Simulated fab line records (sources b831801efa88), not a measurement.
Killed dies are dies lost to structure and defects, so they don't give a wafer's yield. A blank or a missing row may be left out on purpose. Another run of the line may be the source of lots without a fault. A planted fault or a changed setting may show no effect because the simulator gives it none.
The tool behind it: which one? -- flow gf180mcu -- 18 wafers from 6 lots sampled at 2 of the route's 602 steps

== WHAT THE GAUGES READ, wafer by wafer ==
GF_HV_LDD_TW_MEAS_38.
lot,measured,on,HV_LDD_3_TW
L438,day 11 18:11,film-metro-02,1425 1419 1420
L443,day 13 17:28,film-metro-01,1429 1426 1428
L445,day 14 14:13,film-metro-02,1424 1426 1428
L447,day 15 08:10,film-metro-02,1426 1430 1422
L451,day 16 04:43,film-metro-03,1367 1365 1369 1365 1366 1367
L456,day 17 16:31,film-metro-01,1432 1423 1427

== TOOL THAT RAN EACH LOT (tool first, then ch and the chambers of the sampled wafers, then the start) ==
lot,GF_HV_LDD_IMPLANT_34
L438,"implanter-01 ch 0, day 11 17:40"
L443,"implanter-01 ch 0, day 13 16:55"
L445,"implanter-03 ch 0, day 14 13:40"
L447,"implanter-01 ch 0, day 15 07:38"
L451,"implanter-01 ch 0, day 16 04:10"
L456,"implanter-03 ch 0, day 17 15:58"
- GF_HV_LDD_IMPLANT_34

== THE ANSWER, worked out from the rows above alone ==
Rule: what is usual is taken from the lots themselves. Put in order of their means at a reading, lots are off if they are a third of the lots or fewer, leave a main group of 4 or more, and stand apart from it by a gap of 3 or more times the standard deviation of the main group's means; of several such gaps the widest counts. The tables above print the reading to a certain number of digits; a main group whose means all agree to those digits is not used. A lot without any number at a reading at which 4 lots or more have one is off too. Any other lot the step has rows for is counted as sound.
Off: at GF_HV_LDD_TW_MEAS_38 (HV_LDD_3_TW), L451. The main group: mean 1426, standard deviation 2.3.
If a tool, at a process step before that reading, ran all the lots that are off and no sound lot after the first of them, it fits. The gauges at GF_HV_LDD_TW_MEAS_38 are tried like those tools. 2 tools fit, implanter-01 at GF_HV_LDD_IMPLANT_34 and film-metro-03 at GF_HV_LDD_TW_MEAS_38, so this cannot tell which one it is.

== WHAT THE SIMULATOR PUT IN ==
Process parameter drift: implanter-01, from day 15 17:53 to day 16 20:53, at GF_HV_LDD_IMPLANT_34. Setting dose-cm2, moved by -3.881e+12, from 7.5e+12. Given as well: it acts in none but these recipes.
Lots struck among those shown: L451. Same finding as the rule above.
